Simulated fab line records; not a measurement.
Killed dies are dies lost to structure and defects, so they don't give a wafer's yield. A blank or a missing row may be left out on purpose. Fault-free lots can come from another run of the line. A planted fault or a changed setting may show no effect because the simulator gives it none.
The same fault as seen by 2 desks    flow gf180mcu    what lay behind the numbers comes last; until then each desk has only its own

## AT THE METROLOGY DESK
What the gauges read for every lot (on any tool): the sampled wafers with a number, averaged. Any lot whose mean is over 4 standard deviations away from the usual mean is out of limits and marked OUT; that distance is given in the brackets.
Columns: A = M3_OVL at GF_M3_OVL_MEAS_15, usual 5 nm; B = V3_W_THK at GF_V3_THK_MEAS_25, usual 344 nm; C = cd nm at GF_M4_CD_MEAS_14, usual 279.9 nm
lot   first seen here  A  B    C
L155  day 21 08:48     8  351  280.3
L156  day 21 19:15     8  355  278.9
L157  day 22 04:17     3  343  279.3
L161  day 23 14:09     4  339  278.9
L162  day 23 20:35     5  348  279.9
L166  day 25 11:28     6  350  263.4 (-15) OUT
L167  day 25 17:34     8  342  264.8 (-14) OUT
L168  day 26 07:59     7  342  278.3
L169  day 26 10:44     7  340  279.0
L170  day 26 14:53     1  343  280.8
L172  day 27 02:57     2  345  280.5
L177  day 28 16:11     5  338  279.9
L178  day 28 23:58     4  342  281.5
Finding of this desk: L166, L167 out of limits; the first was L166 at day 27 08:05, on cd nm at GF_M4_CD_MEAS_14. L155, L156, L157, L161, L162, L168, L169, L170, L172, L177, L178: within limits.

## DESK OF THE TOOL OWNER: litho track-02
The tool's own readings at GF_M4_SOFTBAKE_10 (time 60 s): means of the sampled wafers that have a number, for each lot that ran on this tool. Any lot whose mean is over 4 standard deviations away from the usual mean is out of limits and marked OUT; that distance is given in the brackets.
Columns: A = chill plate temp C at GF_M4_SOFTBAKE_10, usual 23.00 C; B = heater power total W at GF_M4_SOFTBAKE_10, usual 93.04 W; C = plate temp C at GF_M4_SOFTBAKE_10, usual 130.01 C
lot   first seen here  A      B                C
L155  day 22 22:04     22.99  92.98            130.00
L166  day 26 21:36     22.96  97.78 (+77) OUT  135.22 (+40) OUT
L167  day 27 03:31     23.05  97.82 (+77) OUT  135.12 (+39) OUT
Finding of this desk: L166, L167 out of limits; the first was L166 at day 26 21:36, on heater power total W at GF_M4_SOFTBAKE_10. L155: within limits.

## ALL TOGETHER
At day 26 21:36, on L166, L167, the tool owner's desk was in a position to raise an alarm.
On L166, L167, the metrology desk was in a position to raise an alarm at day 27 08:05.
Every lot named ran GF_M4_SOFTBAKE_10 on litho track-02.

## WHAT WAS PUT IN BY THE SIMULATOR
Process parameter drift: litho track-02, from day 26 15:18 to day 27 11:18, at GF_M4_SOFTBAKE_10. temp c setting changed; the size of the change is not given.
Shown lots that were struck: L166, L167.
Time in hours from fault onset to the first out-of-limits reading at each desk: tool owner's desk 6, metrology desk 17.
